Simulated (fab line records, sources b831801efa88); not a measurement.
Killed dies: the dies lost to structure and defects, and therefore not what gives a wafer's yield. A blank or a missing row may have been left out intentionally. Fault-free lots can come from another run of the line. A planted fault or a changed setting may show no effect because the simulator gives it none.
Chamber matching | flow gf180mcu | rie-diel-03 running GF_STI_ETCH_13: 4 sister chambers
The step etches the open film in CHF3/O2, stops on Si, target depth 282.31 nm, time 112.9 s. 18 wafers are shown with their chamber, then 9 later ones without.

WAFERS PAIRED WITH THEIR CHAMBERS
wafer  | chamber | drypump-motor-current-A (A) | throttle-valve-pct (%) | oes-product-au (a.u.)
L477.1 | 1       | 5.0                         | 8.809                  | 0.826
L477.2 | 3       | 5.4                         | 8.796                  | 0.819
L477.4 | 0       | 5.3                         | 8.808                  | 0.822
L478.1 | 2       | 5.2                         | 8.810                  | 0.834
L478.4 | 0       | 5.2                         | 8.813                  | 0.824
L478.6 | 0       | 5.2                         | 8.809                  | 0.830
L481.2 | 1       | 5.1                         | 8.805                  | 0.830
L481.4 | 3       | 5.4                         | 8.814                  | 0.828
L481.5 | 2       | 5.3                         | 8.804                  | 0.821
L485.1 | 3       | 5.4                         | 8.806                  | 0.834
L485.5 | 2       | 5.2                         | 8.813                  | 0.833
L485.6 | 3       | 5.4                         | 8.804                  | 0.841
L491.1 | 1       | 5.1                         | 8.827                  | 0.838
L491.3 | 3       | 5.4                         | 8.801                  | 0.831
L491.4 | 2       | 5.3                         | 8.806                  | 0.835
L492.1 | 2       | 5.3                         | 8.809                  | 0.832
L492.2 | 0       | 5.3                         | 8.811                  | 0.836
L492.4 | 3       | 5.4                         | 8.803                  | 0.826

SIGNATURES, as means of the wafers listed above
reading                 | chamber 0 | chamber 1 | chamber 2 | chamber 3 | scatter within a chamber
drypump-motor-current-A | 5.250     | 5.067     | 5.260     | 5.400     | 0.0453
throttle-valve-pct      | 8.81025   | 8.81367   | 8.80840   | 8.80400   | 0.00607
oes-product-au          | 0.82800   | 0.83133   | 0.83100   | 0.82983   | 0.00657
Rule: for each reading, subtract the chamber's mean from the wafer's reading, divide by that reading's scatter and square the result; add these up over the readings and take the root, which gives the wafer's distance from the chamber. If the next closest chamber is less than 2 further off than the closest, the wafer can't be placed; otherwise it belongs to the closest. How the scatter is found: for the shown wafers, subtract from each reading the mean of its chamber, square and add these, divide the total by (wafers less chambers), then take the root.

WAFERS WITHOUT THEIR CHAMBER
wafer  | drypump-motor-current-A (A) | throttle-valve-pct (%) | oes-product-au (a.u.)
L496.1 | 5.3                         | 8.788                  | 0.836
L496.2 | 5.3                         | 8.823                  | 0.835
L496.4 | 5.4                         | 8.803                  | 0.835
L498.1 | 5.3                         | 8.798                  | 0.834
L498.2 | 5.1                         | 8.809                  | 0.834
L498.6 | 5.2                         | 8.803                  | 0.831
L500.1 | 5.1                         | 8.799                  | 0.833
L500.3 | 5.3                         | 8.810                  | 0.833
L500.4 | 5.4                         | 8.818                  | 0.842

WHICH CHAMBER EACH WENT THROUGH
wafer  | from the rows above          | in truth
L496.1 | can't be placed: 2 or 3 or 0 | 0
L496.2 | can't be placed: 0 or 2 or 3 | 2
L496.4 | 3                            | 3
L498.1 | can't be placed: 2 or 0 or 3 | 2
L498.2 | 1                            | 1
L498.6 | can't be placed: 2 or 0 or 1 | 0
L500.1 | can't be placed: 1 or 2 or 0 | 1
L500.3 | can't be placed: 2 or 0 or 3 | 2
L500.4 | can't be placed: 3 or 2 or 0 | 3
Placed correctly: 2 of 9. Unplaceable from these rows: 7, with the true chamber sitting among the candidates in 7. Number placed wrongly: 0.
